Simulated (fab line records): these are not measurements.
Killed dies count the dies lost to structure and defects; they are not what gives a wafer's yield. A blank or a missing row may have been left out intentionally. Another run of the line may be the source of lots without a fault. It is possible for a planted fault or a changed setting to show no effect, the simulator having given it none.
Chamber matching + flow gf180mcu + cmp-02 running GF_V3_CMP_04: 4 sister chambers
The step polishes SiO2. 4 wafers are shown with their chamber, then 11 later ones without.

WAFERS PAIRED WITH THEIR CHAMBERS
| wafer  | chamber | motor-current-A (A) |
|--------|---------|---------------------|
| L082.5 | 1       | 12.7                |
| L083.1 | 3       | 14.3                |
| L083.6 | 2       | 12.7                |
| L084.1 | 0       | 12.6                |

WAFERS WHOSE CHAMBER IS MISSING
| wafer  | motor-current-A (A) |
|--------|---------------------|
| L084.4 | 12.9                |
| L084.5 | 14.2                |
| L090.1 | 13.4                |
| L090.5 | 13.9                |
| L090.6 | 13.7                |
| L091.1 | 12.9                |
| L091.3 | 13.7                |
| L091.5 | 13.4                |
| L097.3 | 14.0                |
| L097.4 | 13.6                |
| L097.5 | 13.5                |

CHAMBER TAKEN BY EACH
| wafer  | from the rows above               | in truth                   |
|--------|-----------------------------------|----------------------------|
| L084.4 | can't be placed: 1 or 2 or 0      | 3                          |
| L084.5 | 3                                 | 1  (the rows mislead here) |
| L090.1 | can't be placed: 1 or 2 or 0 or 3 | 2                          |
| L090.5 | can't be placed: 3 or 1 or 2 or 0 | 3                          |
| L090.6 | can't be placed: 3 or 1 or 2 or 0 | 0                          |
| L091.1 | can't be placed: 1 or 2 or 0      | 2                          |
| L091.3 | can't be placed: 3 or 1 or 2 or 0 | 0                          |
| L091.5 | can't be placed: 1 or 2 or 0 or 3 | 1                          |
| L097.3 | can't be placed: 3 or 1 or 2      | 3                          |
| L097.4 | can't be placed: 3 or 1 or 2 or 0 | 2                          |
| L097.5 | can't be placed: 1 or 2 or 3 or 0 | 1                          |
Correct placement for 0 of the 11. These rows do not allow placing 10 (true chamber among the candidates in 9). Placed wrongly: 1.
How it was worked out, from the rows above alone: a wafer's distance from a chamber is the root of the sum, over the readings, of the square of ((its reading less the chamber's mean) divided by the reading's scatter). If the next closest chamber is less than 2 further off than the closest, the wafer can't be placed; otherwise it belongs to the closest. A chamber's mean is the mean of its shown wafers. The scatter: with one shown wafer a chamber, the root of the mean of the squares of how far each hidden wafer lies from its nearest shown one.
